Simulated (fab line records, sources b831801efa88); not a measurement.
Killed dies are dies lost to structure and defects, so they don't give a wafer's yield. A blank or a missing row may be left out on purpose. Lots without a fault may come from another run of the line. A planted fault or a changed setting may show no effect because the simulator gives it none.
fab line records | flow sky130
record lots=5 wafers=14 last_day=50
route steps=708 shown LI_CONTACT@370 LOCAL_INTERCONNECT@387 CONTACT@406 PAD_OPEN@708
lots that met no fault: from a run of the same line without faults
start_h: hours from the record's first day to the start of the lot's first wafer shown | wait_h: hours since the lot's step before | " the same as in the row above | L1.1+2: a row that stands for several wafers | - no value, or no start given | * or withheld: withheld | < > ~ a bound
route shown NAME@n: a module of which the file shows steps, and the number in the route of the first | usual: mean/standard deviation of fault-free wafers | same: alike in all rows | chamber/n: place in a boat | sites: the reading at each site | _std_site: their standard deviation | _edge_site: outer sites' mean less inner sites' | radius_mm: how far each site lies from the wafer's centre | mask NAME#n: copy n | behind: the tool/chamber that last shaped the wafer | hold: why the lot was held/for how many hours/how that ended | device: the transistor (n, p or np) that didn't switch | end of line: the same wafers' tests at the end of the route | a step without rows: its recipe alone | killed: dies lost to structure and defects at the first sort, not the wafer's yield | map: a wafer's dies, x killed, . not, _ none there
set.NAME: the setting as run; set.NAME@STEP: as run at that earlier step | model.NAME: the simulator's own value behind a step, which no gauge read
lots at some steps of the route; a table a step, a row a wafer
services: from which hour (start_h, from the record's first day; less than 0 if before it) a tool's chamber was out of use, for how many hours, and why
## steps
# step SKY_LI_CONTACT_SOFTBAKE_08
# recipe temp_c=100 time_s=90 resist=KrF-thick
# step SKY_LI_CONTACT_EXPOSE_09
# recipe mask_id=LICM1 na=0.8 source_shape=annular sigma_inner=0.55 sigma_outer=0.85 target_cd_nm=170 dose_mj=38
# step SKY_LI_CONTACT_PEB_10
# recipe peb_temp_c=withheld peb_time_s=withheld resist=KrF-thick
# step SKY_LI_CONTACT_DEVELOP_11
# recipe develop_time_s=60 resist=KrF-thick dev_temp_c=21
# step SKY_LI_CONTACT_CD_MEAS_12
# recipe target_cd_nm=170
# usual cd_nm=170.3/1.2
# columns lot.wafer tool chamber start_h wait_h cd_nm
L820.4 cd_sem-01 - 706.07 - 172.9
L820.5 " - " " 170.9
L820.6 " - " " 172.1
L822.1 cd_sem-01 - 718.46 - 167.3
L822.3 " - " " 168.3
L822.4 " - " " 168.8
L829.2 cd_sem-01 - 782.98 - 169.1
L829.3 " - " " 168.6
L829.6 " - " " 170.1
L831.1 cd_sem-01 - 795.87 - 170.7
L831.4 " - " " 170.6
L831.6 " - " " 170.2
L837.3 cd_sem-01 - 851.36 - 169.8
L837.4 " - " " 168.0
# step SKY_LI_CONTACT_OVL_MEAS_13
# usual LI_CONTACT_OVL=1/5.6
# columns lot.wafer tool chamber start_h wait_h LI_CONTACT_OVL[nm]
L820.4 overlay-02 - 706.15 0.1 7
L820.5 " - " " 4
L820.6 " - " " 12
L822.1 overlay-02 - 718.58 0.1 -1
L822.3 " - " " 4
L822.4 " - " " 0
L829.2 overlay-02 - 783.08 0.1 -6
L829.3 " - " " 0
L829.6 " - " " -2
L831.1 overlay-01 - 795.99 0.1 4
L831.4 " - " " -1
L831.6 " - " " -1
L837.3 overlay-02 - 851.45 0.1 -1
L837.4 " - " " -6
# step SKY_LI_CONTACT_ETCH_14
# recipe chemistry=N2/H2 target=BARC ion_energy_ev=200 source_w=500 bias_w=100 pressure_mtorr=30 n2_flow_sccm=100 h2_flow_sccm=200 stop_on=SiO2 time_s=45.9 target_depth_a=600
# usual drypump_motor_current_A=5.4/0.43 oes_product_au=0.855/0.0049 throttle_valve_pct=13.223/0.0086
# columns lot.wafer tool chamber start_h wait_h drypump_motor_current_A oes_product_au rf_hours_counter_h throttle_valve_pct
L820.4 rie_diel-04 1 706.19 0.0 4.9 0.855 - 13.226
L820.5 " 3 " " 5.3 0.856 - 13.217
L820.6 " 2 " " 5.4 0.848 - 13.224
L822.1 rie_diel-01 3 718.62 0.0 5.3 0.851 9 13.228
L822.3 " 0 " " 5.6 0.850 13 13.221
L822.4 " 2 " " 5.9 0.850 14 13.232
L829.2 rie_diel-03 1 783.11 0.0 5.2 0.857 2 13.234
L829.3 " 0 " " 6.7 0.859 19 13.221
L829.6 " 2 " " 5.6 0.852 - 13.212
L831.1 rie_diel-04 1 796.02 0.0 4.9 0.867 7 13.225
L831.4 " 3 " " 5.3 0.858 5 13.237
L831.6 " 2 " " 5.4 0.855 - 13.224
L837.3 rie_diel-04 3 851.47 0.0 5.3 0.851 6 13.225
L837.4 " 0 " " 5.8 0.852 3 13.226
# step SKY_LI_CONTACT_ETCH_15
# recipe target=PSG chemistry=C4F8/O2/Ar stop_on=Si taper_deg=4.15 mask_material=KrF-thick source_w=1500 bias_w=1200 pressure_mtorr=40 c4f8_flow_sccm=withheld O2_flow_sccm=6 Ar_flow_sccm=300 time_s=withheld target_depth_a=6000
# usual oes_product_au=0.837/0.0041
# columns lot.wafer tool chamber start_h wait_h oes_product_au
L820.4 rie_diel-04 1 706.25 0.0 0.841
L820.5 " 3 " " 0.838
L820.6 " 2 " " 0.838
L822.1 rie_diel-01 3 718.66 0.0 0.837
L822.3 " 0 " " 0.836
L822.4 " 2 " " 0.834
L829.2 rie_diel-03 1 783.16 0.0 0.836
L829.3 " 0 " " 0.827
L829.6 " 2 " " 0.835
L831.1 rie_diel-04 1 796.06 0.0 0.831
L831.4 " 3 " " 0.838
L831.6 " 2 " " 0.838
L837.3 rie_diel-04 3 851.51 0.0 0.844
L837.4 " 0 " " 0.847
# step SKY_LI_CONTACT_STRIP_16
# recipe chemistry=O2/N2 power_w=1400 pressure_mtorr=1500 platen_temp_c=withheld o2_flow_sccm=3000 n2_flow_sccm=300 overash_fraction=0.5
# step SKY_LI_CONTACT_CLEAN_17
# recipe chemistry=NMP time_s=600 temp_c=60 dry=n2_spin
# step SKY_LI_CONTACT_PRE_CLEAN_18
# recipe gas=Ar time_s=5.6 bias_v=358
# step SKY_LI_CONTACT_SPUTTER_19
# recipe material=Ti target_thk_nm=20 chamber_pressure_pa=5 power_w=2500 substrate_temp_c=200 time_s=106.37
# step SKY_LI_CONTACT_SPUTTER_20
# recipe material=TiN target_thk_nm=20 chamber_pressure_pa=5 power_w=4000 time_s=80
# usual throttle_valve_pct=29.9/0.8
# columns lot.wafer tool chamber start_h wait_h throttle_valve_pct model.TiN_of_LI_CONTACT_SPUTTER_20.thk_nm
L820.4 pvd_sputter-04 - 706.66 0.0 29.4 19.6
L820.5 " - " " 29.7 19.83
L820.6 " - " " 30.7 19.48
L822.1 pvd_sputter-03 - 719.11 0.0 30.5 19.62
L822.3 " - " " 30.0 19.69
L822.4 " - " " 30.6 19.87
L829.2 pvd_sputter-04 - 783.61 0.0 28.8 20.31
L829.3 " - " " 29.6 19.83
L829.6 " - " " 29.1 19.79
L831.1 pvd_sputter-03 - 796.52 0.0 30.8 20.14
L831.4 " - " " 30.5 20.18
L831.6 " - " " 30.0 20.12
L837.3 pvd_sputter-04 - 852.56 0.0 30.7 19.64
L837.4 " - " " 29.5 1.745
# step SKY_LI_CONTACT_CVD_21
# recipe material=W target_thk_nm=400 time_s=120.56 temp_c=400 pressure_torr=40
# usual heater_power_w=826/87
# columns lot.wafer tool chamber start_h wait_h heater_power_w
L820.4 cvd_w-02 1 706.77 0.1 745
L820.5 " 0 " " 913
L820.6 " 1 " " 756
L822.1 cvd_w-01 0 719.18 0.0 929
L822.3 " 0 " " 965
L822.4 " 1 " " 740
L829.2 cvd_w-02 0 783.67 0.0 897
L829.3 " 0 " " 869
L829.6 " 1 " " 730
L831.1 cvd_w-01 1 796.58 0.0 724
L831.4 " 1 " " 725
L831.6 " 1 " " 729
L837.3 cvd_w-01 1 852.66 0.1 731
L837.4 " 0 " " 928
# step SKY_LI_CONTACT_CMP_24
# recipe stop_on=PSG t_overpolish_s=20 down_force_psi=3.5 platen_rpm=60 target_thk_nm=0 pad_velocity_m_s=0.94248
# step SKY_LOCAL_INTERCONNECT_SPUTTER_00
# recipe material=TiN target_thk_nm=100 temp_c=300 power_w=6500 time_s=83.3 chamber_pressure_pa=0.4
# usual throttle_valve_pct=29.5/1.1
# columns lot.wafer tool chamber start_h wait_h throttle_valve_pct
L820.4 pvd_sputter-01 - 707.33 0.2 30.0
L820.5 " - " " 30.4
L820.6 " - " " 29.8
L822.1 pvd_sputter-01 - 719.78 0.1 31.2
L822.3 " - " " 29.4
L822.4 " - " " 31.0
L829.2 pvd_sputter-02 - 784.28 0.2 28.3
L829.3 " - " " 30.2
L829.6 " - " " 28.5
L831.1 pvd_sputter-02 - 797.19 0.1 27.0
L831.4 " - " " 30.0
L831.6 " - " " 30.0
L837.3 pvd_sputter-01 - 853.22 0.2 30.3
# step SKY_LOCAL_INTERCONNECT_RS_MEAS_01
# recipe thk_meas_gauge=four-point-probe reads=TiN_of_LOCAL_INTERCONNECT_SPUTTER_00
# usual LOCAL_INTERCONNECT_TIN_RS=14.19/0.18
# columns lot.wafer tool chamber start_h wait_h LOCAL_INTERCONNECT_TIN_RS[ohm/sq]
L820.4 film_metro-01 - 707.45 0.1 14.02
L820.5 " - " " 14.03
L820.6 " - " " 14.07
L822.1 film_metro-02 - 719.84 0.0 13.94
L822.3 " - " " 13.86
L822.4 " - " " 13.90
L829.2 film_metro-01 - 784.36 0.1 14.24
L829.3 " - " " 13.92
L829.6 " - " " 14.21
L831.1 film_metro-01 - 797.25 0.0 14.28
L831.4 " - " " 14.14
L831.6 " - " " 14.29
L837.3 film_metro-02 - 853.33 0.1 14.29
# step SKY_LOCAL_INTERCONNECT_THK_MEAS_02
# recipe thk_meas_gauge=xrf reads=TiN_of_LOCAL_INTERCONNECT_SPUTTER_00
# usual LOCAL_INTERCONNECT_TIN_THK=99.9/1.3
# columns lot.wafer tool chamber start_h wait_h LOCAL_INTERCONNECT_TIN_THK[nm]
L820.4 film_metro-01 - 707.54 0.1 100.5
L820.5 " - " " 100.9
L820.6 " - " " 100.9
L822.1 film_metro-02 - 719.96 0.1 101.8
L822.3 " - " " 102.3
L822.4 " - " " 101.8
L829.2 film_metro-01 - 784.47 0.1 100.0
L829.3 " - " " 101.7
L829.6 " - " " 100.0
L831.1 film_metro-01 - 797.37 0.1 99.7
L831.4 " - " " 100.5
L831.6 " - " " 99.2
L837.3 film_metro-02 - 853.43 0.1 99.3
# step SKY_LOCAL_INTERCONNECT_DEHYDRATE_03
# recipe temp_c=200 time_s=60
# step SKY_LOCAL_INTERCONNECT_HMDS_04
# recipe prime_time_s=60 prime_temp_c=120
# step SKY_LOCAL_INTERCONNECT_COAT_05
# recipe resist=BARC temp_c=withheld time_s=withheld spin_rpm=3000 resist_thk_nm=60
# step SKY_LOCAL_INTERCONNECT_COAT_06
# recipe resist=KrF-thick spin_rpm=3000 resist_thk_nm=450
# step SKY_LOCAL_INTERCONNECT_SOFTBAKE_07
# recipe temp_c=100 time_s=90 resist=KrF-thick
# step SKY_LOCAL_INTERCONNECT_EXPOSE_08
# recipe mask_id=LI1M na=0.8 source_shape=annular sigma_inner=0.55 sigma_outer=0.85 target_cd_nm=170 dose_mj=28
# step SKY_LOCAL_INTERCONNECT_PEB_09
# recipe peb_temp_c=withheld peb_time_s=withheld resist=KrF-thick
# step SKY_LOCAL_INTERCONNECT_DEVELOP_10
# recipe develop_time_s=60 resist=KrF-thick dev_temp_c=21
# step SKY_LOCAL_INTERCONNECT_CD_MEAS_11
# recipe target_cd_nm=170
# usual cd_nm=169.9/1.3
# columns lot.wafer tool chamber start_h wait_h cd_nm
L820.4 cd_sem-02 - 734.93 - 171.0
L820.5 " - " " 171.0
L820.6 " - " " 169.6
L822.1 cd_sem-01 - 747.91 - 167.2
L822.3 " - " " 168.2
L822.4 " - " " 168.3
L829.2 cd_sem-01 - 811.69 - 168.2
L829.3 " - " " 168.8
L829.6 " - " " 168.7
L831.1 cd_sem-01 - 824.12 - 168.2
L831.4 " - " " 169.3
L831.6 " - " " 168.3
L837.3 cd_sem-01 - 880.16 - 169.4
# step SKY_LOCAL_INTERCONNECT_OVL_MEAS_12
# usual LOCAL_INTERCONNECT_OVL=2/5.4
# columns lot.wafer tool chamber start_h wait_h LOCAL_INTERCONNECT_OVL[nm]
L820.4 overlay-02 - 735.01 0.1 6
L820.5 " - " " -1
L820.6 " - " " 6
L822.1 overlay-02 - 748.03 0.1 -13
L822.3 " - " " -11
L822.4 " - " " -3
L829.2 overlay-02 - 811.79 0.1 6
L829.3 " - " " -4
L829.6 " - " " 0
L831.1 overlay-02 - 824.24 0.1 4
L831.4 " - " " -2
L831.6 " - " " 3
L837.3 overlay-01 - 880.25 0.1 -1
# step SKY_LOCAL_INTERCONNECT_ETCH_13
# recipe chemistry=N2/H2 target=BARC ion_energy_ev=200 bias_w=100 pressure_mtorr=30 n2_flow_sccm=100 h2_flow_sccm=200 icp_w=500 stop_on=SiO2 time_s=45.9 target_depth_a=600
# step SKY_LOCAL_INTERCONNECT_METAL_ETCH_14
# recipe target_depth_nm=110 stop_on=PSG chemistry=Cl2/BCl3 target=TiN resist_sidewall_deg=88 pressure_mtorr=10 icp_w=900 bias_w=48.5 Cl2_flow_sccm=60 bcl3_flow_sccm=30 time_s=31.4
# step SKY_LOCAL_INTERCONNECT_STRIP_15
# recipe chemistry=O2/N2 power_w=1400 pressure_mtorr=1500 platen_temp_c=withheld o2_flow_sccm=3000 n2_flow_sccm=300 overash_fraction=0.5
# step SKY_LOCAL_INTERCONNECT_STRIP_16
# recipe chemistry=post_etch_residue_remover time_s=1200 temp_c=72.5
# step SKY_LOCAL_INTERCONNECT_CLEAN_17
# recipe chemistry=IPA time_s=180 temp_c=25
# step SKY_LOCAL_INTERCONNECT_CLEAN_18
# recipe chemistry=O3/DIW dry=n2_spin
# step SKY_CONTACT_CVD_00
# recipe material=Si3N4 target_thk_nm=75 temp_c=400 time_s=withheld rf_w=450
# step SKY_CONTACT_THK_MEAS_01
# recipe reads=Si3N4_of_CONTACT_CVD_00
# usual CONTACT_CVD_00_THK=75.4/1
# columns lot.wafer tool chamber start_h wait_h CONTACT_CVD_00_THK[nm]
L820.4 film_metro-02 - 735.79 - 77.0
L820.5 " - " " 77.1
L820.6 " - " " 76.4
L822.1 film_metro-04 - 748.84 - 75.9
L822.3 " - " " 74.3
L822.4 " - " " 76.8
L829.2 film_metro-02 - 812.58 - 73.5
L829.3 " - " " 75.5
L829.6 " - " " 76.8
L831.1 film_metro-01 - 825.04 - 75.0
L831.4 " - " " 76.2
L831.6 " - " " 76.9
L837.3 film_metro-02 - 881.04 - 76.3
# step SKY_CONTACT_HDPCVD_02
# recipe material=SiO2 target_thk_nm=565 sigma_open_frac=0.3 time_s=94.2 temp_c=600 sih4_flow_sccm=60 pressure_mtorr=6
# step SKY_CONTACT_THK_MEAS_03
# recipe reads=SiO2_of_CONTACT_HDPCVD_02
# usual CONTACT_HDPCVD_THK=566/6.3
# columns lot.wafer tool chamber start_h wait_h CONTACT_HDPCVD_THK[nm]
L820.4 film_metro-02 - 735.92 0.0 573
L820.5 " - " " 561
L820.6 " - " " 564
L822.1 film_metro-02 - 748.97 0.0 560
L822.3 " - " " 563
L822.4 " - " " 564
L829.2 film_metro-04 - 812.70 0.0 576
L829.3 " - " " 562
L829.6 " - " " 574
L831.1 film_metro-02 - 825.17 0.0 575
L831.4 " - " " 571
L831.6 " - " " 564
L837.3 film_metro-04 - 881.17 0.1 568
# step SKY_CONTACT_CMP_04
# recipe material=SiO2 down_force_psi=4 platen_rpm=60 pad_velocity_m_s=0.94248
# usual motor_current_A=12.4/1.8 platen_rpm=60.00/0.041 time_to_endpoint_s=84/4
# columns lot.wafer tool chamber start_h wait_h motor_current_A platen_rpm time_to_endpoint_s
L820.4 cmp-02 2 736.00 0.1 11.0 59.98 86
L820.6 " 1 " " 9.4 59.98 88
L820.5 " 2 " " 10.3 60.01 84
L822.3 cmp-02 0 749.03 0.0 12.8 60.05 84
L822.4 " 1 " " 10.1 60.05 87
L822.1 " 3 " " 11.6 60.02 78
L829.2 cmp-01 1 812.80 0.1 11.5 60.01 85
L829.3 " 3 " " 15.5 60.02 81
L829.6 " 0 " " 14.1 60.01 87
L831.1 cmp-01 2 825.33 0.1 10.9 59.98 92
L831.4 " 3 " " 15.5 60.06 85
L831.6 " 0 " " 13.7 60.00 85
L837.3 cmp-02 0 881.26 0.1 12.2 59.96 84
# step SKY_CONTACT_BOW_MEAS_05
# recipe mode=bow
# usual CONTACT_BOW=83/6.7
# columns lot.wafer tool chamber start_h wait_h CONTACT_BOW[um]
L820.4 film_metro-02 - 736.31 0.3 89
L820.5 " - " " 80
L820.6 " - " " 81
L822.1 film_metro-01 - 749.33 0.1 87
L822.3 " - " " 92
L822.4 " - " " 85
L829.2 film_metro-02 - 813.07 0.2 76
L829.3 " - " " 81
L829.6 " - " " 66
L831.1 film_metro-01 - 825.53 0.1 77
L831.4 " - " " 93
L831.6 " - " " 85
L837.3 film_metro-02 - 881.55 0.2 81
# step SKY_PAD_OPEN_PROBE_99
# usual killed_at_M0_to_M3=43/6 killed_at_M4_up=3.2/1.9 killed_at_contacts=25/5.4 killed_at_front_end=15/4.5 killed_at_other=0.3/0.59 killed_dies=87/8.7 killed_on_rim=17/3.5 killed_open=47/6.7 killed_short=39/5.7
# same gross_dies=492 killed_at_back_side=0
# columns lot.wafer tool chamber start_h wait_h killed_at_M0_to_M3 killed_at_M4_up killed_at_contacts killed_at_front_end killed_at_other killed_dies killed_on_rim killed_open killed_short
L820.4 prober-02 - 1102.84 0.2 42 9 19 15 1 86 21 49 37
L820.5 prober-02 - 1102.89 0.2 45 3 26 14 0 88 20 43 44
L820.6 prober-02 - 1102.94 0.2 37 3 20 17 1 78 19 42 36
L822.1 prober-02 - 1108.90 0.1 41 8 22 17 0 88 13 56 32
L822.3 prober-02 - 1109.00 0.2 36 2 25 23 0 86 15 43 43
L822.4 prober-02 - 1109.05 0.2 50 2 30 15 1 98 18 51 47
L829.2 prober-01 - 1160.78 0.1 48 5 24 17 0 94 18 59 35
L829.3 prober-01 - 1160.83 0.2 38 4 25 10 0 77 22 36 41
L829.6 prober-01 - 1160.98 0.2 51 3 21 9 0 84 9 44 40
L837.3 prober-01 - 1208.69 0.2 40 2 29 8 0 79 13 52 27
L837.4 prober-01 - 1208.74 0.2 40 1 437 14 0 492 96 54 32
# killed by level:class
L820.4 CONTACT:geometric_particle:open=11 VIA1:geometric_particle:open=10 VIA2:geometric_particle:open=7 METAL4:geometric_particle:short=6 VIA1:geometric_particle:short=5 CONTACT:geometric_particle:short=4 METAL1:geometric_particle:open=4 FIELD_ISO:geometric_particle:short=3
L820.5 VIA1:geometric_particle:open=11 CONTACT:geometric_particle:open=7 CONTACT:geometric_particle:short=6 VIA1:geometric_particle:short=6 VIA3:geometric_particle:open=5 POLY_GATE:geometric_particle:short=5 LI_CONTACT:geometric_particle:short=4 LI_CONTACT:geometric_particle:open=4
L820.6 VIA1:geometric_particle:open=8 VIA2:geometric_particle:open=8 CONTACT:geometric_particle:open=7 METAL1:geometric_particle:short=6 POLY_GATE:geometric_particle:short=5 METAL2:geometric_particle:short=5 FIELD_ISO:geometric_particle:short=4 FIELD_ISO:geometric_particle:open=4
L822.1 CONTACT:geometric_particle:open=13 VIA1:geometric_particle:open=8 VIA3:geometric_particle:open=7 POLY_GATE:geometric_particle:open=5 METAL2:geometric_particle:short=5 CONTACT:geometric_particle:short=5 METAL1:geometric_particle:short=5 METAL4:geometric_particle:short=5
L822.3 CONTACT:geometric_particle:open=9 VIA2:geometric_particle:open=8 CONTACT:geometric_particle:short=5 VIA3:geometric_particle:open=5 VIA3:geometric_particle:short=5 FIELD_ISO:geometric_particle:open=4 POLY_GATE:geometric_particle:short=4 LI_CONTACT:geometric_particle:open=4
L822.4 LI_CONTACT:geometric_particle:open=9 CONTACT:geometric_particle:open=9 VIA3:geometric_particle:short=9 VIA1:geometric_particle:open=8 CONTACT:geometric_particle:short=8 VIA3:geometric_particle:open=6 FIELD_ISO:geometric_particle:open=5 METAL1:geometric_particle:short=5
L829.2 VIA1:geometric_particle:open=13 METAL2:geometric_particle:short=12 LI_CONTACT:geometric_particle:open=11 CONTACT:geometric_particle:open=10 VIA3:geometric_particle:open=7 FIELD_ISO:geometric_particle:short=4 POLY_GATE:geometric_particle:short=4 METAL1:geometric_particle:short=4
L829.3 LI_CONTACT:geometric_particle:open=8 CONTACT:geometric_particle:open=7 METAL2:geometric_particle:short=7 VIA2:geometric_particle:open=6 METAL1:geometric_particle:short=5 FIELD_ISO:geometric_particle:short=4 LI_CONTACT:geometric_particle:short=4 CONTACT:geometric_particle:short=4
L829.6 VIA3:geometric_particle:open=10 VIA1:geometric_particle:short=9 LI_CONTACT:geometric_particle:open=8 METAL1:geometric_particle:short=7 VIA2:geometric_particle:open=7 VIA1:geometric_particle:open=7 CONTACT:geometric_particle:open=5 VIA3:geometric_particle:short=5
L837.3 CONTACT:geometric_particle:open=13 VIA2:geometric_particle:open=8 LI_CONTACT:geometric_particle:open=8 VIA3:geometric_particle:open=7 VIA1:geometric_particle:open=6 VIA1:geometric_particle:short=5 CONTACT:geometric_particle:short=4 LOCAL_INTERCONNECT:geometric_particle:short=3
L837.4 LI_CONTACT:area_sputter=406 CONTACT:geometric_particle:open=13 VIA1:geometric_particle:open=12 LI_CONTACT:geometric_particle:open=8 VIA1:geometric_particle:short=8 FIELD_ISO:geometric_particle:short=4 POLY_GATE:geometric_particle:open=4 LOCAL_INTERCONNECT:geometric_particle:short=4
# map L837.4 (x killed, . not)
__________xxxxxxxxxx_________
________xxxxxxxxxxxxxx_______
______xxxxxxxxxxxxxxxxxx_____
_____xxxxxxxxxxxxxxxxxxxx____
____xxxxxxxxxxxxxxxxxxxxxx___
___xxxxxxxxxxxxxxxxxxxxxxxx__
__xxxxxxxxxxxxxxxxxxxxxxxxxx_
_xxxxxxxxxxxxxxxxxxxxxxxxxxxx
_xxxxxxxxxxxxxxxxxxxxxxxxxxxx
_xxxxxxxxxxxxxxxxxxxxxxxxxxxx
_xxxxxxxxxxxxxxxxxxxxxxxxxxxx
_xxxxxxxxxxxxxxxxxxxxxxxxxxxx
_xxxxxxxxxxxxxxxxxxxxxxxxxxxx
_xxxxxxxxxxxxxxxxxxxxxxxxxxxx
_xxxxxxxxxxxxxxxxxxxxxxxxxxxx
__xxxxxxxxxxxxxxxxxxxxxxxxxx_
___xxxxxxxxxxxxxxxxxxxxxxxx__
____xxxxxxxxxxxxxxxxxxxxxx___
_____xxxxxxxxxxxxxxxxxxxx____
______xxxxxxxxxxxxxxxxxx_____
________xxxxxxxxxxxxxx_______
__________xxxxxxxxxx_________
# map L820.5 (x killed, . not)
__________.x...x.xxx_________
________.....x..x....x_______
______....xx.....xx.x..._____
_____x.....x.x...........____
____....x..x.x..x..x....xx___
___....................x...__
__..xxxxxxx...............x._
_...........x................
_.....x......x...x..x.....x.x
_x..x.x.x........xxx.........
_xx.......................x..
_.x.x..x....xxxx.............
_.x......x..x.......x........
_.................xx.x.......
_.xx..x......x...............
__.x..x.......x..x.........._
___.x....x.............x...__
____..x...................___
_____..x.x......x.x......____
______..x....x.........x_____
________...x.x.xx....._______
__________.....x.x.._________
## services
# columns tool chamber start_h hours kind
rie_diel-01 1 686.70 9.7 repair
pvd_sputter-02 - 706.93 5.4 repair
pvd_sputter-01 - 711.02 6.3 repair
cmp-01 - 712.41 9.4 repair
cmp-02 - 716.76 0.8 repair
cmp-01 - 726.25 2.4 repair
rie_diel-01 - 730.91 0.5 repair
cvd_w-02 1 731.98 9.9 repair
rie_diel-04 3 734.69 7.7 repair
rie_diel-04 0 736.19 5.5 repair
cmp-02 - 745.46 0.4 repair
cmp-01 - 747.53 5.4 pm
cvd_w-01 - 750.53 2.8 pm
cmp-01 - 752.95 4.0 pm
pvd_sputter-01 - 756.69 4.0 repair
cmp-01 - 760.57 0.6 repair
rie_diel-01 3 770.21 16.2 repair
cmp-01 - 770.32 0.8 repair
pvd_sputter-01 - 786.14 1.7 repair
cmp-02 - 788.36 1.5 repair
rie_diel-04 - 825.39 0.6 repair
rie_diel-04 1 829.96 9.1 repair
pvd_sputter-01 - 853.43 13.4 repair
rie_diel-04 3 875.23 5.5 repair
## key
first_sign step=SKY_PAD_OPEN_PROBE_99 reading=killed_at_contacts direction=up sigmas=76 usual=25 struck=437
effect step=SKY_PAD_OPEN_PROBE_99 reading=killed_dies direction=up sigmas=47 usual=87 struck=492
model_effect step=SKY_LI_CONTACT_SPUTTER_20 value=TiN_of_LI_CONTACT_SPUTTER_20.thk_nm without=19.49 struck=1.745
more_kills_born_at SKY_LI_CONTACT_SPUTTER_20@pvd_sputter-04=406
met_at SKY_LI_CONTACT_SPUTTER_20
struck_wafers L837.4
later_rows_left_out L837.4
tester_left_out L837
onset_between 783.61 852.56
fault kind=process_parameter_drift tool=pvd_sputter-04 chamber=- onset_h=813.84 steps=SKY_LI_CONTACT_SPUTTER_20 channel=target_thk_nm offset=-17.748 shape=step end_h=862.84 scope=struck_wafers_only acts_in=these_recipes_only stated=20
# tester_left_out: of these lots the tester's yield and bins aren't shown, on N5 and GAA mostly nor the transistor test; their killed dies are dies lost to structure and defects alone, not to doping, threshold or leakage, so they don't give the yield
# later_rows_left_out: the simulator's readings of these wafers behind a module that went badly wrong aren't trusted and aren't shown, but for the sort
